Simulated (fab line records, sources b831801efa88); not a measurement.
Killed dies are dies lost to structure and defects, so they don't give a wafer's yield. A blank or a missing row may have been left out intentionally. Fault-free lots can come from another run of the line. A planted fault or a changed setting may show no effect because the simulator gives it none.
fab line records	flow sky130
record: lots: 6	wafers: 18	lastDay: 50
route steps=708 shown CONTACT@426 METAL1@434 PAD_OPEN@708
lots untouched by any fault: they come from a run of this same line in which no faults occurred
startH: hours from the record's opening day to when the first of the lot's shown wafers began	waitH: hours elapsed since this lot's preceding step	" unchanged from the row above	L1.1+2: several wafers, shown together as one row	- either no value or no given start	* or withheld: withheld	< > ~ a bound
route shown NAME@n: a module of which the file shows steps, and the number in the route of the first	usual: mean and standard deviation over wafers with no fault	same: alike in all rows	chamber/n: place in a boat	sites: readings site by site	_std_site: standard deviation across them	_edge_site: outer sites' mean less inner sites'	radiusMm: for every site, how far away it sits from the centre of the wafer	mask NAME#n: copy n	behind: the tool/chamber that last shaped the wafer	hold: cause of the lot's hold/its duration in hours/its outcome	device: the transistor (n, p or np) that didn't switch	end of line: the route-end tests of the same wafers	where a step has no rows: the recipe by itself	killed: at the first sort, the dies lost to defects and structure; wafer yield is something else	map: shows each die of a wafer: x if killed, . if not, _ if none is there
set.NAME: the setting the step ran with; set.NAME@STEP: the setting that earlier step ran with	model.NAME: the simulator's own value behind a step, which no gauge read
lots at selected steps of the route; one table per step, one row per wafer
services: a tool's chamber out of use, with start hour (startH, from the record's first day; less than 0 if before it), hours out, and reason
== steps ==
step: SKY_CONTACT_STRIP_20
recipe: chemistry: postEtchResidueRemover	timeS: 1200	tempC: 72.5
step: SKY_CONTACT_CLEAN_21
recipe: chemistry: IPA	timeS: 180	tempC: 25
step: SKY_CONTACT_CLEAN_22
recipe: chemistry: O3/DIW	dry: n2Spin
step: SKY_CONTACT_SPUTTER_23
recipe: material: TiN	targetThkNm: 20	chamberPressurePa: 5	powerW: 4000	timeS: 80
step: SKY_CONTACT_CVD_24
recipe: material: W	targetThkNm: 340	timeS: 102.12	tempC: 400	pressureTorr: 40
usual: heaterPowerW: 849/82
lot.wafer	tool	chamber	startH	waitH	heaterPowerW
L797.2	cvdW-02	1	739.94	0.0	877
L797.3	"	0	"	"	724
L797.5	"	1	"	"	874
L799.2	cvdW-01	0	760.71	0.0	834
L799.4	"	0	"	"	835
L799.5	"	1	"	"	928
L810.1	cvdW-02	0	850.07	0.0	707
L810.3	"	0	"	"	714
L810.5	"	0	"	"	725
L813.2	cvdW-01	0	872.37	0.0	835
L813.5	"	1	"	"	950
L813.6	"	0	"	"	834
L815.2	cvdW-02	1	882.95	0.0	881
L815.3	"	1	"	"	865
L815.6	"	0	"	"	718
L817.1	cvdW-02	0	900.92	0.0	708
L817.2	"	1	"	"	892
L817.3	"	0	"	"	707
step: SKY_CONTACT_RS_MEAS_25
recipe: thkMeasGauge: four-point-probe	reads: W_of_CONTACT_CVD_24+TiN_of_CONTACT_SPUTTER_23
usual: CONTACT_W_RS: 0.337/0.0037
lot.wafer	tool	chamber	startH	waitH	CONTACT_W_RS[ohm/sq]
L797.2	filmMetro-02	-	740.07	0.1	0.341
L797.3	"	-	"	"	0.339
L797.5	"	-	"	"	0.346
L799.2	filmMetro-02	-	760.84	0.1	0.342
L799.4	"	-	"	"	0.340
L799.5	"	-	"	"	0.338
L810.1	filmMetro-02	-	850.18	0.1	0.335
L810.3	"	-	"	"	0.338
L810.5	"	-	"	"	0.339
L813.2	filmMetro-04	-	872.50	0.1	0.339
L813.5	"	-	"	"	0.331
L813.6	"	-	"	"	0.335
L815.2	filmMetro-02	-	883.08	0.1	0.340
L815.3	"	-	"	"	0.340
L815.6	"	-	"	"	0.342
L817.1	filmMetro-04	-	901.03	0.1	0.340
L817.2	"	-	"	"	0.340
L817.3	"	-	"	"	0.344
step: SKY_CONTACT_THK_MEAS_26
recipe: thkMeasGauge: xrf	reads: W_of_CONTACT_CVD_24
usual: CONTACT_W_THK: 345/3.9
lot.wafer	tool	chamber	startH	waitH	CONTACT_W_THK[nm]
L797.2	filmMetro-02	-	740.18	0.1	345
L797.3	"	-	"	"	345
L797.5	"	-	"	"	338
L799.2	filmMetro-02	-	760.95	0.1	345
L799.4	"	-	"	"	345
L799.5	"	-	"	"	349
L810.1	filmMetro-02	-	850.30	0.1	348
L810.3	"	-	"	"	345
L810.5	"	-	"	"	340
L813.2	filmMetro-04	-	872.61	0.1	343
L813.5	"	-	"	"	352
L813.6	"	-	"	"	347
L815.2	filmMetro-02	-	883.19	0.1	345
L815.3	"	-	"	"	343
L815.6	"	-	"	"	338
L817.1	filmMetro-04	-	901.15	0.1	343
L817.2	"	-	"	"	346
L817.3	"	-	"	"	343
step: SKY_CONTACT_CMP_27
recipe: stopOn: SiO2	tOverpolishS: 15	downForcePsi: 3.5	platenRpm: 60	targetThkNm: 0	padVelocityMS: 0.94248
usual: headPressurePsi: 3.500/0.0084	motorCurrentA: 11.6/1.4	overpolishRunS: 15.001/0.01	slurryFlowMlMin: 150.0/0.49	timeToEndpointS: 82/3.7
lot.wafer	tool	chamber	startH	waitH	headPressurePsi	motorCurrentA	overpolishRunS	slurryFlowMlMin	timeToEndpointS
L797.3	cmp-01	0	740.23	0.0	3.493	14.0	15.007	149.4	80
L797.2	"	2	"	"	3.501	10.6	15.006	149.6	83
L797.5	"	1	"	"	3.498	11.2	14.992	150.2	76
L799.4	cmp-02	3	761.00	0.0	3.499	12.3	15.003	149.8	78
L799.2	"	2	"	"	3.495	11.5	14.994	150.2	82
L799.5	"	0	"	"	3.512	12.6	15.002	150.7	86
L810.1	cmp-02	2	850.46	0.1	3.505	12.2	14.988	150.1	90
L810.3	"	3	"	"	3.495	11.6	15.012	151.0	86
L810.5	"	0	"	"	3.486	12.0	15.006	150.7	89
L813.2	cmp-02	0	872.66	0.0	3.520	12.2	14.998	150.2	83
L813.5	"	0	"	"	3.509	13.0	15.017	150.2	88
L813.6	"	1	"	"	3.502	10.0	15.006	150.3	86
L815.3	cmp-01	2	883.24	0.0	3.500	10.5	14.998	149.7	81
L815.2	"	3	"	"	3.505	10.5	15.012	150.1	81
L815.6	"	3	"	"	3.511	10.3	15.004	150.2	82
L817.2	cmp-01	0	901.26	0.1	3.503	13.9	15.007	150.1	74
L817.1	"	1	"	"	3.493	10.6	15.018	149.4	76
L817.3	"	2	"	"	3.502	10.8	14.991	150.0	79
step: SKY_METAL1_SPUTTER_00
recipe: material: Ti	targetThkNm: 15	powerW: 3000	timeS: 10	chamberPressurePa: 0.4
step: SKY_METAL1_SPUTTER_01
recipe: material: TiN	targetThkNm: 20	powerW: 6500	timeS: 16.7	chamberPressurePa: 0.4
usual: chamberPressurePa: 0.4001/0.00082	throttleValvePct: 29.7/0.93
lot.wafer	tool	chamber	startH	waitH	chamberPressurePa	throttleValvePct
L797.2	pvdSputter-01	-	740.55	0.0	0.4014	29.9
L797.3	"	-	"	"	0.4005	29.0
L797.5	"	-	"	"	0.3995	29.9
L799.2	pvdSputter-01	-	761.32	0.0	0.4004	28.9
L799.4	"	-	"	"	0.4007	29.9
L799.5	"	-	"	"	0.4004	30.1
L810.1	pvdSputter-01	-	850.68	0.0	0.4004	30.2
L810.3	"	-	"	"	0.3994	30.0
L810.5	"	-	"	"	0.4000	29.5
L813.2	pvdSputter-01	-	872.98	0.0	0.4010	28.8
L813.5	"	-	"	"	0.4001	29.9
L813.6	"	-	"	"	0.3999	30.1
L815.2	pvdSputter-02	-	883.57	0.0	0.4001	28.9
L815.3	"	-	"	"	0.4013	29.4
L815.6	"	-	"	"	0.4008	29.3
L817.1	pvdSputter-04	-	901.53	0.0	0.3996	30.8
L817.2	"	-	"	"	0.4006	30.3
L817.3	"	-	"	"	0.3997	27.7
step: SKY_METAL1_SPUTTER_02
recipe: material: AlCu	targetThkNm: 250	powerW: 10600	timeS: 13.3	chamberPressurePa: 0.4
usual: chamberPressurePa: 0.4000/0.00091	throttleValvePct: 29.6/0.93
lot.wafer	tool	chamber	startH	waitH	chamberPressurePa	throttleValvePct
L797.2	pvdSputter-01	-	740.58	0.0	0.4011	29.6
L797.3	"	-	"	"	0.3987	28.7
L797.5	"	-	"	"	0.3992	30.4
L799.2	pvdSputter-01	-	761.35	0.0	0.4016	28.8
L799.4	"	-	"	"	0.4044	30.2
L799.5	"	-	"	"	0.4007	30.0
L810.1	pvdSputter-01	-	850.71	0.0	0.3997	29.9
L810.3	"	-	"	"	0.3994	30.2
L810.5	"	-	"	"	0.4002	29.8
L813.2	pvdSputter-01	-	873.01	0.0	0.4002	28.8
L813.5	"	-	"	"	0.4004	30.1
L813.6	"	-	"	"	0.4005	30.1
L815.2	pvdSputter-02	-	883.59	0.0	0.3997	29.0
L815.3	"	-	"	"	0.4007	29.3
L815.6	"	-	"	"	0.4003	29.3
L817.1	pvdSputter-04	-	901.56	0.0	0.4003	30.5
L817.2	"	-	"	"	0.4003	30.5
L817.3	"	-	"	"	0.3985	27.4
step: SKY_METAL1_SPUTTER_03
recipe: material: Ti	targetThkNm: 5	powerW: 3000	timeS: 3.3	chamberPressurePa: 0.4
usual: chamberPressurePa: 0.4000/0.00084	throttleValvePct: 29.6/0.95
lot.wafer	tool	chamber	startH	waitH	chamberPressurePa	throttleValvePct
L797.2	pvdSputter-01	-	740.60	0.0	0.3996	29.9
L797.3	"	-	"	"	0.3985	28.8
L797.5	"	-	"	"	0.3983	30.0
L799.2	pvdSputter-01	-	761.37	0.0	0.3991	28.7
L799.4	"	-	"	"	0.4013	29.8
L799.5	"	-	"	"	0.4010	30.0
L810.1	pvdSputter-01	-	850.73	0.0	0.4001	29.9
L810.3	"	-	"	"	0.4002	30.0
L810.5	"	-	"	"	0.3995	29.7
L813.2	pvdSputter-01	-	873.03	0.0	0.4015	28.9
L813.5	"	-	"	"	0.4002	30.1
L813.6	"	-	"	"	0.4004	30.3
L815.2	pvdSputter-02	-	883.62	0.0	0.4002	28.8
L815.3	"	-	"	"	0.4002	29.4
L815.6	"	-	"	"	0.3985	29.3
L817.1	pvdSputter-04	-	901.58	0.0	0.3988	30.7
L817.2	"	-	"	"	0.4001	30.6
L817.3	"	-	"	"	0.4006	27.6
step: SKY_METAL1_SPUTTER_04
recipe: material: TiN	targetThkNm: 70	powerW: 6500	timeS: 58.3	chamberPressurePa: 0.4
usual: chamberPressurePa: 0.4000/0.00081	throttleValvePct: 29.6/0.92
lot.wafer	tool	chamber	startH	waitH	chamberPressurePa	throttleValvePct
L797.2	pvdSputter-01	-	740.62	0.0	0.3996	29.7
L797.3	"	-	"	"	0.4005	28.6
L797.5	"	-	"	"	0.3991	30.1
L799.2	pvdSputter-01	-	761.39	0.0	0.4003	28.8
L799.4	"	-	"	"	0.3984	30.0
L799.5	"	-	"	"	0.3999	29.9
L810.1	pvdSputter-01	-	850.75	0.0	0.3773	30.9
L810.3	"	-	"	"	0.3803	30.8
L810.5	"	-	"	"	0.3812	30.6
L813.2	pvdSputter-01	-	873.05	0.0	0.3795	29.8
L813.5	"	-	"	"	0.3803	30.3
L813.6	"	-	"	"	0.3794	31.0
L815.2	pvdSputter-02	-	883.63	0.0	0.3997	28.8
L815.3	"	-	"	"	0.3994	29.2
L815.6	"	-	"	"	0.3992	29.5
L817.1	pvdSputter-04	-	901.60	0.0	0.4001	30.4
L817.2	"	-	"	"	0.4002	30.4
L817.3	"	-	"	"	0.4005	27.6
step: SKY_METAL1_RS_MEAS_05
recipe: thkMeasGauge: four-point-probe	reads: TiN_of_METAL1_SPUTTER_04+Ti_of_METAL1_SPUTTER_03+AlCu_of_METAL1_SPUTTER_02+TiN_of_METAL1_SPUTTER_01+Ti_of_METAL1_SPUTTER_00
usual: METAL1_ALCU_RS: 0.1270/0.0015
lot.wafer	tool	chamber	startH	waitH	METAL1_ALCU_RS[ohm/sq]
L797.2	filmMetro-01	-	740.69	0.0	0.1262
L797.3	"	-	"	"	0.1249
L797.5	"	-	"	"	0.1254
L799.2	filmMetro-03	-	761.46	0.0	0.1254
L799.4	"	-	"	"	0.1280
L799.5	"	-	"	"	0.1270
L810.1	filmMetro-01	-	850.80	0.0	0.1280
L810.3	"	-	"	"	0.1296
L810.5	"	-	"	"	0.1286
L813.2	filmMetro-02	-	873.12	0.0	0.1270
L813.5	"	-	"	"	0.1282
L813.6	"	-	"	"	0.1272
L815.2	filmMetro-03	-	883.70	0.0	0.1265
L815.3	"	-	"	"	0.1277
L815.6	"	-	"	"	0.1284
L817.1	filmMetro-01	-	901.65	0.0	0.1281
L817.2	"	-	"	"	0.1277
L817.3	"	-	"	"	0.1275
step: SKY_PAD_OPEN_PROBE_99
usual: defectLimitedYield: 82.5/1.7	killed_at_M0_to_M3: 43/6.7	killed_at_M4_up: 3.2/1.8	killedAtContacts: 24/4.8	killedAtFrontEnd: 16/4.2	killedAtOther: 0.3/0.56	killedDies: 86/8.5	killedOpen: 47/6.7	killedShort: 39/6	sort_bin_3_pad_short: 0.9/0.45	sort_bin_5_function: 10.3/1.6	sort_bin_6_memory: 6.3/1	sortNPass: 406/8.5	sortYieldPct: 82.5/1.7
same: grossDies: 492	killedAtBackSide: 0	sort_bin_4_leakage[%]: 0	sort_bin_8_speed[%]: 0
lot.wafer	tool	chamber	startH	waitH	defectLimitedYield[%]	killed_at_M0_to_M3	killed_at_M4_up	killedAtContacts	killedAtFrontEnd	killedAtOther	killedDies	killedOpen	killedShort	sort_bin_3_pad_short[%]	sort_bin_5_function[%]	sort_bin_6_memory[%]	sortNPass	sortYieldPct[%]
L815.2	prober-02	-	1178.81	0.1	83.1	37	5	19	22	0	83	47	36	0.6	10.8	5.5	409	83.1
L815.3	prober-02	-	1178.86	0.2	82.1	43	1	23	21	0	88	44	44	1.4	9.8	6.7	404	82.1
L815.6	prober-02	-	1179.01	0.2	84.3	38	3	20	16	0	77	44	33	1.0	8.3	6.3	415	84.3
killed by level:class
L815.2 VIA1:geometricParticle:open=10 FIELD_ISO:geometricParticle:open=6 CONTACT:geometricParticle:open=6 POLY_GATE:geometricParticle:open=5 METAL1:geometricParticle:short=5 VIA2:geometricParticle:open=5 LI_CONTACT:geometricParticle:short=4 LI_CONTACT:geometricParticle:open=4
L815.3 CONTACT:geometricParticle:open=9 VIA3:geometricParticle:open=8 FIELD_ISO:geometricParticle:short=7 LI_CONTACT:geometricParticle:open=7 METAL2:geometricParticle:short=7 POLY_GATE:geometricParticle:short=5 VIA1:geometricParticle:open=5 VIA3:geometricParticle:short=5
L815.6 VIA1:geometricParticle:open=9 VIA3:geometricParticle:open=6 LI_CONTACT:geometricParticle:open=6 CONTACT:geometricParticle:open=6 VIA1:geometricParticle:short=6 FIELD_ISO:geometricParticle:short=5 FIELD_ISO:geometricParticle:open=5 METAL1:geometricParticle:short=5
== services ==
tool	chamber	startH	hours	kind
cmp-01	-	737.45	1.6	repair
cmp-01	-	744.23	4.0	pm
cmp-02	-	745.64	1.9	repair
cmp-01	-	748.23	-	consumableReplace:conditioner
cmp-01	-	748.23	-	consumableReplace:pad
cvdW-02	0	757.11	15.6	repair
cvdW-02	1	760.14	1.4	repair
cmp-01	-	823.07	0.5	repair
cmp-01	-	844.49	27.0	pm
cmp-01	-	886.47	2.1	repair
cmp-01	-	888.48	1.5	repair
cmp-01	-	892.21	6.4	pm
cmp-02	-	900.00	1.4	repair
== key ==
firstSign: step: SKY_METAL1_SPUTTER_04	reading: chamberPressurePa	direction: down	sigmas: 25	usual: 0.4000	struck: 0.3797
effect none on later readings
metAt SKY_METAL1_SPUTTER_04
struckWafers L810.1,L810.3,L810.5,L813.2,L813.5,L813.6
onsetBetween 761.39 850.75
fault: kind: processParameterDrift	tool: pvdSputter-01	chamber: -	onsetH: 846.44	steps: SKY_METAL1_SPUTTER_04	channel: chamberPressurePa	offset: -0.020104	shape: step	endH: 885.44	actsIn: theseRecipesOnly	stated: 0.4
